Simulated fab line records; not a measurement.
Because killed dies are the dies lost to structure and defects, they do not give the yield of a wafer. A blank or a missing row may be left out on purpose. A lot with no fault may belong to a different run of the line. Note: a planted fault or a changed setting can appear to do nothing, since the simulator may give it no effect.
Which tool was responsible? -- flow sky130 -- 45 wafers from 15 lots sampled at 4 of the route's 708 steps

## WHAT THE GAUGES SHOWED, per wafer
SKY_SONOS_TUNNEL_TW_MEAS_12.
lot,measured,on,SONOS_TUNNEL_TW
L831,day 12 09:24,filmMetro-01,201.5 200.1 201.0
L834,day 12 11:49,filmMetro-03,199.4 197.7 198.5
L835,day 13 00:29,filmMetro-03,199.5 199.7 199.1
L837,day 13 14:20,filmMetro-03,199.2 199.0 199.5
L838,day 13 18:17,filmMetro-03,201.1 200.7 200.0
L839,day 14 00:06,filmMetro-03,199.5 200.2 199.4
L841,day 14 12:59,filmMetro-01,198.2 197.9 199.5
L840,day 14 13:02,filmMetro-03,198.9 198.0 198.6
L842,day 14 20:11,filmMetro-03,198.6 199.5 198.5
L843,day 15 04:40,filmMetro-02,196.7 196.2 196.9
L844,day 15 14:43,filmMetro-02,196.0 196.3 197.4
L851,day 18 00:13,filmMetro-02,194.7 195.7 195.2
L852,day 18 08:26,filmMetro-02,195.1 195.5 195.9
L853,day 18 17:32,filmMetro-03,198.2 199.7 198.2
L854,day 19 02:56,filmMetro-02,196.0 195.8 197.0

SKY_LDD_N_TW_MEAS_17.
lot,measured,on,LDD_N_TW
L831,day 18 21:40,filmMetro-02,2568 2574 2567
L834,day 18 23:02,filmMetro-01,2611 2613 2607
L835,day 21 02:34,filmMetro-01,2578 2575 2590
L837,day 21 02:44,filmMetro-04,2579 2580 2570
L838,day 21 07:01,filmMetro-02,2555 2573 2562
L839,day 21 07:32,filmMetro-04,2575 2591 2578
L841,day 21 17:01,filmMetro-01,2588 2589 2581
L840,day 21 18:39,filmMetro-04,2584 2573 2592
L842,day 21 23:04,filmMetro-02,2560 2562 2558
L843,day 22 02:04,filmMetro-01,2604 2601 2599
L844,day 22 09:46,filmMetro-02,2570 2564 2580
L851,day 25 04:28,filmMetro-02,2566 2578 2574
L852,day 25 15:18,filmMetro-01,2597 2590 2603
L853,day 25 22:15,filmMetro-02,2572 2570 2566
L854,day 26 03:48,filmMetro-01,2588 2588 2590

SKY_SPACER_THK_MEAS_01.
lot,measured,on,SPACER_CVD_00_THK (nm)
L831,day 24 02:44,filmMetro-04,43.1 43.3 43.2
L834,day 24 04:01,filmMetro-04,42.6 42.8 43.1
L835,day 26 09:03,filmMetro-01,42.9 43.1 43.3
L837,day 26 09:06,filmMetro-01,43.5 43.3 43.9
L838,day 26 10:15,filmMetro-03,44.1 43.6 44.0
L839,day 26 10:15,filmMetro-01,43.1 43.4 43.1
L841,day 26 19:25,filmMetro-03,43.6 43.5 43.4
L840,day 26 21:40,filmMetro-03,43.3 43.5 43.2
L842,day 26 23:37,filmMetro-03,54.8 54.7 54.7
L843,day 27 00:52,filmMetro-04,55.0 55.5 55.2
L844,day 27 12:19,filmMetro-01,55.0 55.2 55.4
L851,day 30 01:46,filmMetro-04,43.0 43.4 43.1
L852,day 30 13:02,filmMetro-03,43.4 43.4 43.2
L853,day 30 19:49,filmMetro-01,43.3 43.0 43.4
L854,day 31 00:41,filmMetro-01,42.9 43.2 43.1

## WHICH TOOL RAN EACH LOT (tool, then ch and the chambers of the sampled wafers, then the start)
lot,SKY_SPACER_CVD_00
L831,"lpcvd-02 ch 0, day 24 01:31"
L834,"lpcvd-02 ch 0, day 24 02:43"
L835,"lpcvd-02 ch 0, day 26 07:14"
L837,"lpcvd-02 ch 0, day 26 07:14"
L838,"lpcvd-02 ch 0, day 26 09:02"
L839,"lpcvd-02 ch 1, day 26 09:02"
L841,"lpcvd-02 ch 1, day 26 18:12"
L840,"lpcvd-02 ch 0, day 26 20:27"
L842,"lpcvd-02 ch 1, day 26 22:25"
L843,"lpcvd-02 ch 1, day 26 23:39"
L844,"lpcvd-02 ch 1, day 27 10:30"
L851,"lpcvd-02 ch 0, day 30 00:32"
L852,"lpcvd-02 ch 1, day 30 11:50"
L853,"lpcvd-02 ch 0, day 30 18:37"
L854,"lpcvd-02 ch 0, day 30 23:28"
- SKY_SPACER_CVD_00: deposits Si3N4 from DCS/NH3, target thk 43.1 nm, time 740 s.

## AS READ BY THE TOOLS THEMSELVES (means over the sampled wafers that have a number; for cases with no such wafer, the mark the record gives instead)
SKY_SPACER_CVD_00.
lot,tool,spikeTcBottomC (C),spikeTcCentreC (C),spikeTcLowerC (C),spikeTcTopC (C),spikeTcUpperC (C),susceptorTempC (C),zonePowerBottomPct (%)
L831,lpcvd-02,787.7,772.6,770.6,780.1,771.0,770.1,16.2
L834,lpcvd-02,788.3,771.3,770.1,782.7,770.3,769.9,16.5
L835,lpcvd-02,788.1,771.1,770.6,781.5,770.7,770.1,16.3
L837,lpcvd-02,788.7,771.2,770.3,780.7,770.6,769.9,16.2
L838,lpcvd-02,788.5,772.0,770.2,781.2,770.5,770.1,16.4
L839,lpcvd-02,792.1,769.6,770.0,776.7,770.8,770.1,18.8
L841,lpcvd-02,792.0,770.5,771.2,776.0,770.7,770.8,18.4
L840,lpcvd-02,789.1,771.2,770.1,780.7,770.7,770.2,16.3
L842,lpcvd-02,804.9,781.4,783.8,788.9,783.1,782.2,19.0
L843,lpcvd-02,804.5,782.2,784.1,789.8,783.8,782.8,19.3
L844,lpcvd-02,803.9,781.7,783.4,788.3,783.7,782.2,19.3
L851,lpcvd-02,788.6,772.8,770.1,780.9,771.2,770.1,16.4
L852,lpcvd-02,792.1,768.9,770.3,776.5,770.6,770.6,18.8
L853,lpcvd-02,788.3,772.4,770.8,781.4,770.3,770.1,16.4
L854,lpcvd-02,788.3,772.0,771.0,782.1,771.2,770.5,16.2

## THE ANSWER, worked out from the rows above alone
Rule: the lots themselves supply what counts as usual. Put in order of their means at a reading, lots are off if they are a third of the lots or fewer, leave a main group of 4 or more, and stand apart from it by a gap of 3 or more times the standard deviation of the main group's means; of several such gaps the widest counts. The tables above print the reading to a certain number of digits; a main group whose means all agree to those digits is not used. Also off: a lot with no number at a reading for which 4 or more lots have one. All remaining lots with rows at the step are treated as sound. After the gauges, taken in route order, come the tools' own readings; for these a lot's mean is taken, as printed above. The first step at which some lot is off is used, and at that step the reading that is off furthest; a lot without a number counts as furthest.
Off: at SKY_SPACER_THK_MEAS_01 (SPACER_CVD_00_THK), L842, L843, L844. Main group: mean 43.3 nm, sd 0.26.
A tool fits if, at a process step before that reading, it ran every lot that is off, and no sound lot after the first of them. Not tried: the gauges at SKY_SPACER_THK_MEAS_01; whatever is off there is also off at SKY_SPACER_CVD_00, on other tools, and gauge error can't account for it. Of those tried, none fits.

## WHAT THE SIMULATOR PUT IN
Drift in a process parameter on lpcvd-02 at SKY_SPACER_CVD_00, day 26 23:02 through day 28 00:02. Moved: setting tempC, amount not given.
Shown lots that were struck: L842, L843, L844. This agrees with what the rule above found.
